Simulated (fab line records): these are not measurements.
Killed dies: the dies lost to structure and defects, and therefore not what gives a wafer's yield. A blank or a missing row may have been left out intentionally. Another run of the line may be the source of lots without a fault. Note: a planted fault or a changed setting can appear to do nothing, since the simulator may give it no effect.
Commonality check across tools | flow sky130 | 12 lots, 36 wafers sampled

## WHY IT WAS OPENED
SKY_GATE_OXIDE_THK_MEAS_02, reading GATE_OXIDE_OXIDATION_00_THK: flagged on 2 of 12 lots. Wafers without a fault read 10.18 nm, standard deviation 0.26.
Rule: a lot is flagged when every wafer of it that has a number lies more than 4 standard deviations from that mean, or none has a number. All remaining lots are regarded as sound.

lot  | measured     | on           | GATE_OXIDE_OXIDATION_00_THK (nm), wafer by wafer | flag
L609 | day 13 07:13 | filmMetro-02 | 10.14 9.96 10.25                                 | 
L611 | day 13 22:37 | filmMetro-02 | 10.76 10.73 10.82                                | 
L612 | day 13 22:37 | filmMetro-04 | 10.05 9.79 10.16                                 | 
L615 | day 14 22:49 | filmMetro-02 | 9.67 9.81 9.72                                   | 
L618 | day 15 18:43 | filmMetro-02 | 10.07 10.04 10.11                                | 
L622 | day 17 01:05 | filmMetro-04 | 5.91 5.92 6.17                                   | FLAGGED
L623 | day 17 13:55 | filmMetro-02 | 10.11 10.18 10.26                                | 
L624 | day 17 23:15 | filmMetro-03 | 10.32 10.27 10.19                                | 
L625 | day 18 16:43 | filmMetro-03 | 6.10 6.09 6.09                                   | FLAGGED
L629 | day 19 13:03 | filmMetro-02 | 10.02 10.21 10.11                                | 
L631 | day 20 17:48 | filmMetro-02 | 9.92 9.83 9.66                                   | 
L632 | day 21 04:55 | filmMetro-04 | 9.75 10.04 10.02                                 | 
On average the flagged lots' numbers are 6.05 nm, which is -4.13 nm against the usual, or -16 standard deviations.

## WHICH TOOL EACH LOT WENT THROUGH
2 process steps preceding the reading are held in the record, out of 708 steps in the route. Cell contents, in order: the tool; ch with the chambers the sampled wafers went through; the start.
lot  | flag    | SKY_VT_ADJUST_NCORE_STRIP_10        | SKY_GATE_OXIDE_OXIDATION_01
L609 |         | plasmaAsher-03 ch 0,1, day 8 19:46  | furnace-02 ch 0, day 13 05:47
L611 |         | plasmaAsher-04 ch 0,1, day 9 08:38  | furnace-01 ch 0, day 13 21:12
L612 |         | plasmaAsher-03 ch 0,1, day 9 11:17  | furnace-01 ch 0, day 13 21:12
L615 |         | plasmaAsher-03 ch 0,1, day 10 11:47 | furnace-02 ch 0, day 14 21:25
L618 |         | plasmaAsher-04 ch 0,1, day 11 04:50 | furnace-02 ch 0, day 15 17:19
L622 | FLAGGED | plasmaAsher-01 ch 0,1, day 12 08:31 | furnace-01 ch 0, day 16 23:40
L623 |         | plasmaAsher-03 ch 1, day 12 18:32   | furnace-02 ch 0, day 17 12:30
L624 |         | plasmaAsher-01 ch 0,1, day 12 21:52 | furnace-02 ch 0, day 17 21:49
L625 | FLAGGED | plasmaAsher-03 ch 0,1, day 13 15:17 | furnace-01 ch 0, day 18 15:19
L629 |         | plasmaAsher-01 ch 0,1, day 14 12:23 | furnace-02 ch 0, day 19 11:38
L631 |         | plasmaAsher-03 ch 0,1, day 15 12:23 | furnace-02 ch 0, day 20 16:23
L632 |         | plasmaAsher-03 ch 0,1, day 15 22:31 | furnace-02 ch 0, day 21 03:29
These steps, and what they do:
- SKY_VT_ADJUST_NCORE_STRIP_10: strips in O2/N2.
- SKY_GATE_OXIDE_OXIDATION_01: stabilise 600 s, purge 300 s, target thk 10.268 nm.
- SKY_GATE_OXIDE_THK_MEAS_02

## FLAGGED OVER TOTAL, TOOL BY TOOL (the gauges that took the reading come last)
step                         | tool           | lots run | flagged | share of the flagged lots | sound lots run after its first flagged lot
SKY_VT_ADJUST_NCORE_STRIP_10 | plasmaAsher-01 | 3        | 1       | some                      | 2 (L624,L629)
SKY_VT_ADJUST_NCORE_STRIP_10 | plasmaAsher-03 | 7        | 1       | some                      | 2 (L631,L632)
SKY_VT_ADJUST_NCORE_STRIP_10 | plasmaAsher-04 | 2        | 0       | none                      | -
SKY_GATE_OXIDE_OXIDATION_01  | furnace-01     | 4        | 2       | all                       | 0
SKY_GATE_OXIDE_OXIDATION_01  | furnace-02     | 8        | 0       | none                      | -
SKY_GATE_OXIDE_THK_MEAS_02   | filmMetro-02   | 7        | 0       | none                      | -
SKY_GATE_OXIDE_THK_MEAS_02   | filmMetro-03   | 2        | 1       | some                      | 0
SKY_GATE_OXIDE_THK_MEAS_02   | filmMetro-04   | 3        | 1       | some                      | 1 (L632)

## WHAT THE TABLE ALLOWS
All flagged lots share 1 row of the table, namely furnace-01 at SKY_GATE_OXIDE_OXIDATION_01.
- furnace-01 at SKY_GATE_OXIDE_OXIDATION_01 ran 4 lots, 2 of them flagged. Last sound lot L611 at day 13 21:12, first flagged lot L622 at day 16 23:40; a fault beginning in between fits.
What remains is a single tool, furnace-01 at SKY_GATE_OXIDE_OXIDATION_01.

## WHAT THE SIMULATOR PUT IN
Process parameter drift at SKY_GATE_OXIDE_OXIDATION_01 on furnace-01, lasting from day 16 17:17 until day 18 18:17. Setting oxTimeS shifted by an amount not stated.
Struck lots among those shown: L622, L625. The rule above reached the same finding.
